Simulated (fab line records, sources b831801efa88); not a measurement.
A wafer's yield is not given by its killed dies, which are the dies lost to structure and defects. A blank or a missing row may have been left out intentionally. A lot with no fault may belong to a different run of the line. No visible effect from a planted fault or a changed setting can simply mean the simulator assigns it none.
Which tool was responsible? -- flow sky130 -- Sampling: 13 lots, 38 wafers, 2 of 708 route steps

## WHAT THE GAUGES SHOWED, per wafer
The record holds no reading of a measuring or inspecting step that can be judged against a usual standard deviation.

## WHAT TOOL EACH LOT RAN ON (gives the tool, then ch and the chambers of the sampled wafers, and finally the start)
lot,SKY_PAD_OPEN_DEHYDRATE_00,SKY_PAD_OPEN_PROBE_99
L551,"litho track-01 ch 0, day 45 05:29",-
L553,"litho track-02 ch 0, day 45 12:04",-
L556,"litho track-03 ch 0, day 46 11:07","prober-01, day 47 00:32"
L557,"litho track-02 ch 0, day 46 16:49","prober-02, day 47 05:22"
L558,"litho track-03 ch 0, day 46 23:21","prober-01, day 47 11:37"
L559,"litho track-03 ch 0, day 47 14:03","prober-02, day 48 01:56"
L560,"litho track-02 ch 0, day 47 15:23","prober-01, day 48 03:35"
L561,"litho track-03 ch 0, day 47 21:43","prober-02, day 48 09:46"
L562,"litho track-03 ch 0, day 48 01:43","prober-01, day 48 14:37"
L563,"litho track-02 ch 0, day 48 04:23","prober-02, day 48 16:43"
L565,"litho track-03 ch 0, day 49 04:36",-
L573,"litho track-02 ch 0, day 50 07:55",-
L574,"litho track-02 ch 0, day 50 09:31",-
- SKY_PAD_OPEN_DEHYDRATE_00: time 60 s.
- SKY_PAD_OPEN_PROBE_99

## AS READ BY THE TOOLS THEMSELVES (means over the sampled wafers that have a number; for cases with no such wafer, the mark the record gives instead)
SKY_PAD_OPEN_DEHYDRATE_00. Usual: run length s reads 89.03 s (standard deviation 0.12).
lot,tool,run length s (s),flag
L551,litho track-01,89.01,
L553,litho track-02,88.97,
L556,litho track-03,89.09,
L557,litho track-02,88.99,
L558,litho track-03,89.07,
L559,litho track-03,89.05,
L560,litho track-02,89.09,
L561,litho track-03,89.13,
L562,litho track-03,89.04,
L563,litho track-02,89.05,
L565,litho track-03,94.20,OFF
L573,litho track-02,88.97,
L574,litho track-02,88.94,

SKY_PAD_OPEN_PROBE_99. Usual: defect limited yield 82.7 %, standard deviation 1.8; killed_at_M0_to_M3 44, standard deviation 6.8; killed_at_M4_up 3.2, standard deviation 1.7; killed at contacts 24, standard deviation 4.9; killed at front end 14, standard deviation 4.1; killed at other 0.2, standard deviation 0.51; killed dies 85, standard deviation 8.7; killed open 46, standard deviation 6.8; killed short 39, standard deviation 6.1; sort_bin_3_pad_short 0.9 %, standard deviation 0.43; sort_bin_5_function 10.1 %, standard deviation 1.4; sort_bin_6_memory 6.3 %, standard deviation 1.1; sort n pass 407, standard deviation 8.7; sort yield pct 82.7 %, standard deviation 1.8.
lot,tool,defect limited yield (%),killed_at_M0_to_M3,killed_at_M4_up,killed at contacts,killed at front end,killed at other,killed dies,killed open,killed short,sort_bin_3_pad_short (%),sort_bin_5_function (%),sort_bin_6_memory (%),sort n pass,sort yield pct (%),flag
L556,prober-01,82.1,52,2.7,23,10,0.7,88,49,39,0.9,9.7,7.2,404,82.1,
L557,prober-02,81.0,46,3.0,27,17,0.0,93,50,43,0.9,10.8,7.3,399,81.0,
L558,prober-01,84.1,42,3.0,19,14,0.0,78,46,32,1.0,9.2,5.7,414,84.1,
L559,prober-02,82.6,46,4.0,22,12,1.0,86,46,39,0.7,9.2,7.4,406,82.6,
L560,prober-01,85.2,36,2.7,23,11,0.0,73,40,33,0.6,8.9,5.3,419,85.2,
L561,prober-02,82.9,45,3.7,24,12,0.0,84,50,34,1.0,10.1,6.0,408,82.9,
L562,prober-01,82.8,46,2.7,24,12,0.3,84,45,39,0.8,10.5,5.8,408,82.8,
L563,prober-02,82.6,44,4.0,23,13,0.7,85,50,35,0.7,10.4,6.3,407,82.6,

## THE ANSWER, worked out from the rows above alone
Rule: lot off if the mean of its wafers having a number is beyond 3 standard deviations from the usual mean. Also off: a lot with no number at a reading for which 4 or more lots have one. Any other lot the step has rows for is counted as sound. First the gauges in route order, then the tools' own readings, where a lot's mean is used as printed above. At the first step where some lot is off, the reading lying furthest off is the one used; lots without a number count as furthest.
Off at SKY_PAD_OPEN_DEHYDRATE_00 (run length s): L565.
If a tool, at that step or one of the process steps before it, ran each lot that is off and ran no sound lot following the first of them, it fits. One fits: SKY_PAD_OPEN_DEHYDRATE_00 on litho track-03. A fault onset in the window from L562 (day 48 01:43, its last sound lot) to L565 (day 49 04:36, its first lot off) fits.
The tool's own readings at SKY_PAD_OPEN_DEHYDRATE_00 bear it out: on the lots that are off they differ by more than 5 times the standard deviation of the sound lots' means. run length s reads 94.20 s there against 89.03 s on the sound lots.

## WHAT WAS PUT IN BY THE SIMULATOR
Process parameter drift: litho track-03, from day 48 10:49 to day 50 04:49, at SKY_PAD_OPEN_DEHYDRATE_00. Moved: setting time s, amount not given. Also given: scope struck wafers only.
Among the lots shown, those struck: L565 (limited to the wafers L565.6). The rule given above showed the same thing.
